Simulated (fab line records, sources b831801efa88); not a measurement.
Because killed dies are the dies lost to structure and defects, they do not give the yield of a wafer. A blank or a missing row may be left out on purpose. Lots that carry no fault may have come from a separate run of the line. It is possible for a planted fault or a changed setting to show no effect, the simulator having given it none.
Which of the tools did it? :: flow sky130 :: 6 lots with 18 wafers sampled at 4 steps, on a route of 708 steps

== WHAT THE GAUGES READ, wafer by wafer ==
SKY_VT_ADJUST_HVTP_CD_MEAS_07: the cd target is 380 nm.
lot: L578
measured: day 7 03:22
on: cd sem-02
cd nm (nm): 379.8 381.8 379.6

lot: L580
measured: day 7 17:34
on: cd sem-01
cd nm (nm): 379.0 376.4 379.2

lot: L584
measured: day 8 14:59
on: cd sem-02
cd nm (nm): 381.0 379.3 379.7

lot: L589
measured: day 10 07:46
on: cd sem-01
cd nm (nm): 377.7 379.8 379.4

lot: L591
measured: day 10 13:23
on: cd sem-02
cd nm (nm): 377.3 378.2 377.9

lot: L596
measured: day 12 00:29
on: cd sem-02
cd nm (nm): 381.8 380.0 379.2

== WHICH TOOL RAN EACH LOT (tool, then ch and the chambers of the sampled wafers, then the start) ==
lot: L578
SKY_FIELD_ISO_ETCH_14: rie diel-04 ch 0,1,3, day 3 02:43
SKY_PWDE_SOFTBAKE_03: litho track-01 ch 0, day 4 10:21
SKY_PWDE_STRIP_09: plasma asher-01 ch 0,1, day 4 19:28

lot: L580
SKY_FIELD_ISO_ETCH_14: rie diel-04 ch 0,1,3, day 3 11:15
SKY_PWDE_SOFTBAKE_03: litho track-04 ch 0, day 4 22:10
SKY_PWDE_STRIP_09: plasma asher-03 ch 0,1, day 5 07:31

lot: L584
SKY_FIELD_ISO_ETCH_14: rie diel-04 ch 0,1, day 4 07:58
SKY_PWDE_SOFTBAKE_03: litho track-01 ch 0, day 5 18:33
SKY_PWDE_STRIP_09: plasma asher-04 ch 0,1, day 6 04:11

lot: L589
SKY_FIELD_ISO_ETCH_14: rie diel-04 ch 2,3, day 5 13:33
SKY_PWDE_SOFTBAKE_03: litho track-04 ch 0, day 7 05:54
SKY_PWDE_STRIP_09: plasma asher-04 ch 0,1, day 7 15:05

lot: L591
SKY_FIELD_ISO_ETCH_14: rie diel-03 ch 0,1, day 5 20:34
SKY_PWDE_SOFTBAKE_03: litho track-01 ch 0, day 7 10:04
SKY_PWDE_STRIP_09: plasma asher-03 ch 0,1, day 7 19:54

lot: L596
SKY_FIELD_ISO_ETCH_14: rie diel-04 ch 0,2,3, day 6 23:29
SKY_PWDE_SOFTBAKE_03: litho track-03 ch 0, day 8 17:19
SKY_PWDE_STRIP_09: plasma asher-01 ch 0,1, day 9 03:53
- SKY_FIELD_ISO_ETCH_14: etches BARC in N2/H2, stops on SiO2, time 45.9 s, target depth 60 nm.
- SKY_PWDE_SOFTBAKE_03
- SKY_PWDE_STRIP_09: strips in O2/N2.

== THE ANSWER, worked out from the rows above alone ==
Rule: the lots themselves supply what counts as usual. Put in order of their means at a reading, lots are off if they are a third of the lots or fewer, leave a main group of 4 or more, and stand apart from it by a gap of 3 or more times the standard deviation of the main group's means; of several such gaps the widest counts. Not used: any main group whose means are identical at the precision the tables above print for the reading. A lot without any number at a reading at which 4 lots or more have one is off too. Where the step has rows for the other lots, those lots are counted as sound.
No lot is off at any reading shown: from this, nothing can be told.

== WHAT THE SIMULATOR PUT IN ==
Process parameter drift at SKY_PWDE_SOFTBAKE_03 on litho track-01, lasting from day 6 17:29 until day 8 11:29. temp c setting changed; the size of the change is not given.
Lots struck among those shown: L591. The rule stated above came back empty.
